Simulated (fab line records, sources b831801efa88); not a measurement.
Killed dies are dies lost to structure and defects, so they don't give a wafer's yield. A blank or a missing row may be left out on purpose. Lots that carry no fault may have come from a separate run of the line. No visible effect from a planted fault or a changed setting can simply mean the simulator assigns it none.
fab line records	flow sky130
record: lots: 7	wafers: 21	lastDay: 50
route steps=708 shown FIELD_ISO@30 NWELL@32 DNWELL@35 PWDE@45 PAD_OPEN@708
lots that met no fault: taken from a fault-free run of the same line
startH: the number of hours between the record's first day and the start of the first shown wafer of the lot	waitH: hours elapsed since this lot's preceding step	" identical to the entry in the row above	L1.1+2: a row that stands for several wafers	- no value present, or no start provided	* or withheld: withheld	< > ~ a bound
route shown NAME@n: names a module that has steps shown in the file, with the first one's number in the route	usual: mean and standard deviation over wafers with no fault	same: alike in all rows	chamber/n: place in a boat	sites: the reading at each site	_std_site: how widely they spread, as a standard deviation	_edge_site: inner sites' mean taken away from outer sites' mean	radiusMm: how far each site lies from the wafer's centre	mask NAME#n: copy n	behind: the last tool/chamber to shape the wafer	hold: cause of the lot's hold/its duration in hours/its outcome	device: names the non-switching transistor (n, p or np)	end of line: tests of these same wafers at the route's end	a step without rows: its recipe alone	killed: dies lost to structure and defects at the first sort, not the wafer's yield	map: a wafer's dies, marking killed ones x, the rest . and places with no die _
set.NAME: the setting as run; set.NAME@STEP: as run at that earlier step	model.NAME: the simulator's own value behind a step, which no gauge read
a table for each step, a row for each wafer; lots at some steps of the route
services: the hour from which a tool's chamber was out of use, counted from the record's first day as startH (under 0 if before that day), plus the number of hours and why
== steps ==
step: SKY_FIELD_ISO_WET_ETCH_29
recipe: chemistry: H3PO4	targetDepthNm: 160	target: Si3N4	tempC: 160	timeS: 1825
step: SKY_FIELD_ISO_WET_ETCH_30
recipe: chemistry: dHF	targetDepthNm: 25	target: SiO2	dilution: 10:1	tempC: 25	timeS: 50
step: SKY_NWELL_CLEAN_00
recipe: chemistry: SC1/SC2	mix: 1:4:20	tempC: 70	timeS: 150	dry: n2Spin
step: SKY_NWELL_OXIDATION_01
recipe: tempC: 900	ambient: O2	stabiliseS: 600	purgeS: 300	targetThkA: 100	oxTimeS: 1418
step: SKY_NWELL_THK_MEAS_02
recipe: reads: SiO2_of_NWELL_OXIDATION_01
usual: NWELL_OXIDATION_THK: 9.91/0.17
lot.wafer	tool	chamber	startH	waitH	NWELL_OXIDATION_THK[nm]
L581.1	filmMetro-04	-	47.06	0.0	9.50
L581.2	"	-	"	"	9.65
L581.3	"	-	"	"	9.63
L591.3	filmMetro-02	-	92.72	0.0	10.06
L591.4	"	-	"	"	10.01
L591.6	"	-	"	"	9.98
L595.1	filmMetro-02	-	115.07	0.0	10.12
L595.2	"	-	"	"	10.17
L595.3	"	-	"	"	10.21
L597.2	filmMetro-04	-	128.74	0.0	10.08
L597.3	"	-	"	"	9.96
L597.6	"	-	"	"	9.90
L599.2	filmMetro-04	-	136.58	0.0	9.79
L599.3	"	-	"	"	9.95
L599.5	"	-	"	"	10.01
L602.4	filmMetro-04	-	159.33	0.0	10.25
L602.5	"	-	"	"	10.12
L602.6	"	-	"	"	10.17
L603.1	filmMetro-02	-	165.36	0.0	9.89
L603.2	"	-	"	"	9.83
L603.5	"	-	"	"	9.80
step: SKY_DNWELL_DEHYDRATE_00
recipe: tempC: 200	timeS: 60
step: SKY_DNWELL_HMDS_01
recipe: primeTimeS: 60	primeTempC: 120
step: SKY_DNWELL_COAT_02
recipe: spinRpm: 2000	resistThkNm: 3000
step: SKY_DNWELL_SOFTBAKE_03
recipe: tempC: 110	timeS: withheld
step: SKY_DNWELL_EXPOSE_04
recipe: maskId: DNM	na: 0.57	targetCdNm: 3000	doseMj: 222
step: SKY_DNWELL_PEB_05
recipe: tempC: 115	timeS: withheld
step: SKY_DNWELL_DEVELOP_06
recipe: wallAngleDeg: 90	developer: TMAH	developTimeS: 60	devTempC: 23
step: SKY_DNWELL_IMPLANT_07
recipe: species: P	energyKev: withheld	doseCm2: withheld	tiltDeg: withheld
usual: endStationPressureTorr: 5.01e-06/2.8e-07
same: implantIonAmu: *
lot.wafer	tool	chamber	startH	waitH	endStationPressureTorr
L581.1	implanter-03	0	62.17	-	4.99e-06
L581.2	"	0	"	"	4.82e-06
L581.3	"	0	"	"	4.81e-06
L591.3	implanter-04	0	110.07	-	4.83e-06
L591.4	"	0	"	"	4.94e-06
L591.6	"	0	"	"	4.36e-06
L595.1	implanter-02	0	132.92	-	5.03e-06
L595.2	"	0	"	"	5.19e-06
L595.3	"	0	"	"	4.7e-06
L595.1	implanter-02	0	133.24	0.3	5.11e-06
L595.2	"	0	"	"	5.21e-06
L595.3	"	0	"	"	5.08e-06
L597.2	implanter-04	0	147.06	-	4.57e-06
L597.3	"	0	"	"	5.7e-06
L597.6	"	0	"	"	5.1e-06
L597.2	implanter-04	0	147.38	0.3	5.03e-06
L597.3	"	0	"	"	5.48e-06
L597.6	"	0	"	"	4.88e-06
L599.2	implanter-04	0	154.96	-	4.78e-06
L599.3	"	0	"	"	4.89e-06
L599.5	"	0	"	"	4.98e-06
L602.4	implanter-04	0	178.80	-	4.84e-06
L602.5	"	0	"	"	5.23e-06
L602.6	"	0	"	"	5.1e-06
L602.4	implanter-04	0	179.11	0.3	5.24e-06
L602.5	"	0	"	"	5.1e-06
L602.6	"	0	"	"	5e-06
L603.1	implanter-03	0	185.47	-	5.05e-06
L603.2	"	0	"	"	4.98e-06
L603.5	"	0	"	"	4.8e-06
step: SKY_DNWELL_STRIP_08
recipe: chemistry: O2/N2	powerW: 1400	pressureMtorr: 1500	platenTempC: withheld	o2FlowSccm: 3000	n2FlowSccm: 300	overashFraction: 0.5
usual: drypumpMotorCurrentA: 5.73/0.13	oesProductAu: 0.722/0.0049	stripTimeToEndpointS: 36.91/0.092
lot.wafer	tool	chamber	startH	waitH	drypumpMotorCurrentA	oesProductAu	rfHoursCounterH	stripTimeToEndpointS
L581.1	plasmaAsher-04	1	62.32	0.1	5.88	0.724	21	36.87
L581.2	"	0	"	"	5.75	0.708	21	36.92
L581.3	"	1	"	"	5.84	0.722	-	36.92
L591.3	plasmaAsher-01	1	110.20	0.1	5.74	0.719	-	36.89
L591.4	"	0	"	"	5.50	0.725	-	37.06
L591.6	"	0	"	"	5.49	0.725	-	36.95
L595.1	plasmaAsher-02	0	133.39	0.1	5.61	0.725	1	36.83
L595.2	"	1	"	"	5.89	0.718	1	36.86
L595.3	"	0	"	"	5.61	0.722	-	36.92
L597.2	plasmaAsher-01	1	147.50	0.1	5.77	0.720	38	36.99
L597.3	"	0	"	"	5.47	0.723	-	36.77
L597.6	"	0	"	"	5.45	0.726	-	36.98
L599.2	plasmaAsher-02	0	155.08	0.1	5.63	0.726	4	36.94
L599.3	"	1	"	"	5.87	0.732	-	36.87
L599.5	"	1	"	"	5.88	0.710	-	36.86
L602.4	plasmaAsher-04	0	179.22	0.1	5.76	0.718	-	37.02
L602.5	"	1	"	"	5.86	0.726	-	37.03
L602.6	"	0	"	"	5.75	0.720	-	36.93
L603.1	plasmaAsher-04	1	185.62	0.1	5.83	0.722	34	36.83
L603.2	"	0	"	"	5.75	0.724	34	36.86
L603.5	"	1	"	"	5.87	0.711	-	36.72
step: SKY_DNWELL_TW_MEAS_09
usual: DNWELL_TW: 1122/8.8
lot.wafer	tool	chamber	startH	waitH	DNWELL_TW
L581.1	filmMetro-03	-	62.42	0.1	1114
L581.2	"	-	"	"	1127
L581.3	"	-	"	"	1124
L591.3	filmMetro-02	-	110.29	0.1	1121
L591.4	"	-	"	"	1124
L591.6	"	-	"	"	1124
L595.1	filmMetro-04	-	133.49	0.1	1395
L595.2	"	-	"	"	1394
L595.3	"	-	"	"	1394
L597.2	filmMetro-04	-	147.61	0.1	1400
L597.3	"	-	"	"	1395
L597.6	"	-	"	"	1399
L599.2	filmMetro-02	-	155.19	0.1	1135
L599.3	"	-	"	"	1139
L599.5	"	-	"	"	1144
L602.4	filmMetro-03	-	179.33	0.1	1393
L602.5	"	-	"	"	1391
L602.6	"	-	"	"	1399
L603.1	filmMetro-02	-	185.72	0.1	1128
L603.2	"	-	"	"	1126
L603.5	"	-	"	"	1124
step: SKY_PWDE_DEHYDRATE_00
recipe: tempC: 200	timeS: 60
step: SKY_PAD_OPEN_PROBE_99
usual: killed_at_M0_to_M3: 44/7	killed_at_M4_up: 3.4/1.7	killedAtContacts: 24/4.9	killedAtFrontEnd: 15/4.5	killedAtOther: 0.4/0.61	killedDies: 86/9.7	killedOpen: 47/7.1	killedShort: 39/6.1
same: grossDies: 492	killedAtBackSide: 0
lot.wafer	tool	chamber	startH	waitH	killed_at_M0_to_M3	killed_at_M4_up	killedAtContacts	killedAtFrontEnd	killedAtOther	killedDies	killedOpen	killedShort	model.etest.resDeepNwell.rsOhmSq	model.etest.resDeepNwell.lineOhmUm	model.etest.resPwdeUnderGate.rsOhmSq	model.etest.resPwellUnderGate.rsOhmSq	model.etest.resDeepNwell.rsOhmSqRange
L581.1	prober-02	-	1087.46	0.1	48	0	26	13	1	88	57	31	2202	727.5	6184	2282	47.56
L581.2	prober-02	-	1087.51	0.1	46	7	26	10	0	89	47	42	2221	731.1	6232	2286	109.1
L581.3	prober-02	-	1087.56	0.2	49	3	25	12	1	90	43	47	2230	741.2	6197	2275	64.78
L591.3	prober-01	-	1146.31	0.2	33	7	20	13	1	74	42	30	2189	731.9	6190	2278	45.94
L591.4	prober-01	-	1146.36	0.2	43	5	23	9	0	80	42	38	2190	734.1	6124	2279	36.95
L591.6	prober-01	-	1146.46	0.2	36	3	24	12	1	76	39	35	2205	734.2	6154	2252	59.54
L595.1	prober-01	-	1169.29	0.1	55	3	17	11	0	86	40	45	1226	411.6	6529	2324	59.48
L595.2	prober-01	-	1169.34	0.1	36	4	27	11	0	78	47	31	1212	403.9	6502	2357	58.57
L595.3	prober-01	-	1169.39	0.2	31	6	19	15	1	72	39	31	1214	403.3	6511	2352	67.06
L597.2	prober-01	-	1177.59	0.1	45	2	20	13	0	80	38	42	1227	405.2	6507	2307	67.37
L597.3	prober-01	-	1177.64	0.2	40	3	25	16	0	84	54	29	1226	407.2	6493	2347	48.32
L597.6	prober-01	-	1177.79	0.2	40	5	23	20	0	88	43	45	1216	409.3	6443	2356	35.78
L599.2	prober-02	-	1179.58	0.1	41	3	23	16	1	84	47	37	2250	758.2	6210	2272	67.11
L599.3	prober-02	-	1179.63	0.2	43	3	28	17	1	92	53	39	2213	753.4	6142	2282	60.21
L599.5	prober-02	-	1179.73	0.2	43	5	14	18	1	81	46	34	2237	746.2	6207	2273	43.79
L602.4	prober-02	-	1202.99	0.2	35	4	25	17	0	81	42	39	1230	411	6446	2336	23.23
L602.5	prober-02	-	1203.04	0.2	53	3	20	12	1	89	43	46	1238	410.9	6440	2324	29.97
L602.6	prober-02	-	1203.09	0.2	40	2	25	14	0	81	38	43	1228	409.7	6504	2350	19.47
L603.1	prober-01	-	1207.69	0.1	46	2	17	14	0	79	46	32	2207	726	6140	2283	50.93
L603.2	prober-01	-	1207.74	0.1	48	5	24	14	0	91	51	39	2208	728.7	6115	2281	43.31
L603.5	prober-01	-	1207.89	0.2	45	2	14	14	0	75	43	32	2195	733.5	6141	2290	46.12
killed by level:class
L581.1 VIA1:geometricParticle:open=15 CONTACT:geometricParticle:open=9 LI_CONTACT:geometricParticle:open=8 CONTACT:geometricParticle:short=5 METAL2:geometricParticle:short=5 VIA2:geometricParticle:open=5 FIELD_ISO:geometricParticle:open=4 FIELD_ISO:geometricParticle:short=4
L581.2 VIA1:geometricParticle:open=8 LI_CONTACT:geometricParticle:open=7 VIA2:geometricParticle:open=7 METAL2:geometricParticle:short=7 VIA1:geometricParticle:short=6 METAL1:geometricParticle:short=6 POLY_GATE:geometricParticle:open=5 CONTACT:geometricParticle:open=5
L581.3 CONTACT:geometricParticle:open=11 METAL1:geometricParticle:short=10 VIA1:geometricParticle:open=7 VIA2:geometricParticle:open=6 METAL2:geometricParticle:short=6 VIA3:geometricParticle:open=6 VIA1:geometricParticle:short=5 LI_CONTACT:geometricParticle:open=4
L591.3 VIA3:geometricParticle:open=8 CONTACT:geometricParticle:open=8 VIA1:geometricParticle:open=7 FIELD_ISO:geometricParticle:open=4 VIA1:geometricParticle:short=4 LI_CONTACT:geometricParticle:open=4 VIA2:geometricParticle:open=4 METAL4:geometricParticle:short=4
L591.4 VIA1:geometricParticle:open=11 CONTACT:geometricParticle:open=9 VIA3:geometricParticle:open=8 METAL1:geometricParticle:short=7 CONTACT:geometricParticle:short=6 METAL4:geometricParticle:short=4 VIA1:geometricParticle:short=4 VIA2:geometricParticle:short=4
L591.6 VIA1:geometricParticle:open=10 CONTACT:geometricParticle:open=9 LI_CONTACT:geometricParticle:open=6 METAL2:geometricParticle:short=6 FIELD_ISO:geometricParticle:short=5 LOCAL_INTERCONNECT:geometricParticle:short=4 VIA1:geometricParticle:short=4 CONTACT:geometricParticle:short=3
L595.1 METAL2:geometricParticle:short=10 VIA3:geometricParticle:open=9 VIA1:geometricParticle:open=8 CONTACT:geometricParticle:short=7 METAL1:geometricParticle:short=6 VIA2:geometricParticle:short=6 VIA2:geometricParticle:open=5 CONTACT:geometricParticle:open=4
L595.2 VIA2:geometricParticle:open=10 VIA1:geometricParticle:open=10 CONTACT:geometricParticle:open=9 LI_CONTACT:geometricParticle:open=6 CONTACT:geometricParticle:short=6 POLY_GATE:geometricParticle:open=3 LI_CONTACT:geometricParticle:short=3 LOCAL_INTERCONNECT:geometricParticle:short=3
L595.3 VIA1:geometricParticle:open=9 LI_CONTACT:geometricParticle:open=6 CONTACT:geometricParticle:open=6 METAL3:geometricParticle:short=6 POLY_GATE:geometricParticle:open=4 LOCAL_INTERCONNECT:geometricParticle:short=4 METAL4:geometricParticle:short=4 POLY_GATE:geometricParticle:short=3
L597.2 CONTACT:geometricParticle:open=9 VIA2:geometricParticle:open=9 METAL2:geometricParticle:short=8 VIA3:geometricParticle:open=6 FIELD_ISO:geometricParticle:short=5 VIA1:geometricParticle:open=5 LOCAL_INTERCONNECT:geometricParticle:short=5 VIA1:geometricParticle:short=5
L597.3 VIA1:geometricParticle:open=9 LI_CONTACT:geometricParticle:open=9 VIA2:geometricParticle:open=7 VIA3:geometricParticle:open=7 POLY_GATE:geometricParticle:open=6 LOCAL_INTERCONNECT:geometricParticle:short=6 FIELD_ISO:geometricParticle:open=5 CONTACT:geometricParticle:open=5
L597.6 POLY_GATE:geometricParticle:short=10 CONTACT:geometricParticle:open=9 VIA2:geometricParticle:open=7 VIA1:geometricParticle:open=7 METAL1:geometricParticle:short=6 LI_CONTACT:geometricParticle:open=5 VIA1:geometricParticle:short=5 LOCAL_INTERCONNECT:geometricParticle:short=4
L599.2 VIA1:geometricParticle:open=11 CONTACT:geometricParticle:open=7 METAL2:geometricParticle:short=7 CONTACT:geometricParticle:short=6 METAL1:geometricParticle:short=6 LI_CONTACT:geometricParticle:open=5 VIA2:geometricParticle:open=5 FIELD_ISO:geometricParticle:open=4
L599.3 CONTACT:geometricParticle:open=10 VIA3:geometricParticle:open=9 VIA1:geometricParticle:open=8 LI_CONTACT:geometricParticle:open=7 VIA2:geometricParticle:open=7 FIELD_ISO:geometricParticle:short=6 FIELD_ISO:geometricParticle:open=6 LI_CONTACT:geometricParticle:short=6
L599.5 VIA1:geometricParticle:open=12 METAL2:geometricParticle:short=8 FIELD_ISO:geometricParticle:open=6 LI_CONTACT:geometricParticle:open=5 CONTACT:geometricParticle:open=5 VIA2:geometricParticle:open=5 FIELD_ISO:geometricParticle:short=4 POLY_GATE:geometricParticle:short=4
L602.4 VIA1:geometricParticle:open=9 POLY_GATE:geometricParticle:short=6 CONTACT:geometricParticle:short=6 CONTACT:geometricParticle:open=6 VIA2:geometricParticle:open=6 FIELD_ISO:geometricParticle:open=5 METAL1:geometricParticle:short=5 LI_CONTACT:geometricParticle:open=4
L602.5 VIA1:geometricParticle:open=11 CONTACT:geometricParticle:open=7 METAL1:geometricParticle:short=7 METAL2:geometricParticle:short=7 VIA2:geometricParticle:open=7 VIA3:geometricParticle:open=6 LOCAL_INTERCONNECT:geometricParticle:short=5 VIA1:geometricParticle:short=5
L602.6 POLY_GATE:geometricParticle:short=9 VIA1:geometricParticle:open=9 CONTACT:geometricParticle:open=8 VIA3:geometricParticle:open=7 METAL2:geometricParticle:short=6 LI_CONTACT:geometricParticle:open=5 LOCAL_INTERCONNECT:geometricParticle:short=4 CONTACT:geometricParticle:short=4
L603.1 VIA1:geometricParticle:open=12 VIA3:geometricParticle:open=9 VIA2:geometricParticle:open=7 LI_CONTACT:geometricParticle:open=6 CONTACT:geometricParticle:open=5 METAL1:geometricParticle:short=5 METAL2:geometricParticle:short=5 POLY_GATE:geometricParticle:short=4
L603.2 CONTACT:geometricParticle:open=12 VIA3:geometricParticle:open=12 VIA1:geometricParticle:short=7 METAL2:geometricParticle:short=6 VIA2:geometricParticle:open=6 VIA1:geometricParticle:open=5 CONTACT:geometricParticle:short=5 POLY_GATE:geometricParticle:open=4
L603.5 VIA2:geometricParticle:open=10 VIA3:geometricParticle:open=9 VIA1:geometricParticle:open=8 CONTACT:geometricParticle:open=7 VIA2:geometricParticle:short=4 VIA3:geometricParticle:short=4 FIELD_ISO:geometricParticle:short=3 LOCAL_INTERCONNECT:geometricParticle:short=3
== services ==
tool	chamber	startH	hours	kind
plasmaAsher-01	-	45.28	2.8	pm
implanter-03	-	92.28	3.6	repair
plasmaAsher-01	-	94.68	14.6	pm
implanter-02	-	106.86	4.6	repair
plasmaAsher-02	-	108.75	9.0	pm
plasmaAsher-02	0	108.75	9.0	ventCycle
plasmaAsher-02	1	108.75	9.0	ventCycle
plasmaAsher-02	0	117.75	-	clean
plasmaAsher-02	1	117.75	-	clean
implanter-03	-	149.89	3.7	repair
implanter-02	-	160.25	1.9	repair
plasmaAsher-02	-	177.45	1.0	repair
== key ==
firstSign: step: SKY_DNWELL_IMPLANT_07	reading: visit	direction: added
effect: step: SKY_DNWELL_TW_MEAS_09	reading: DNWELL_TW	direction: up	sigmas: 31	usual: 1122	struck: 1395
modelEffect: step: SKY_PAD_OPEN_PROBE_99	value: etest.resDeepNwell.rsOhmSq	without: 2192	struck: 1224
metAt SKY_DNWELL_IMPLANT_07
struckWafers L595.1,L595.2,L595.3,L597.2,L597.3,L597.6,L602.4,L602.5,L602.6
testerLeftOut L595,L597,L602
fault: kind: repeatedStepWhole	tool: implanter-02,implanter-03,implanter-04	chamber: -	onsetH: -	steps: SKY_DNWELL_IMPLANT_07	times: 1	scope: struckLotsOnly
testerLeftOut: of these lots the tester's yield and bins aren't shown, on N5 and GAA mostly nor the transistor test; their killed dies are dies lost to structure and defects alone, not to doping, threshold or leakage, so they don't give the yield
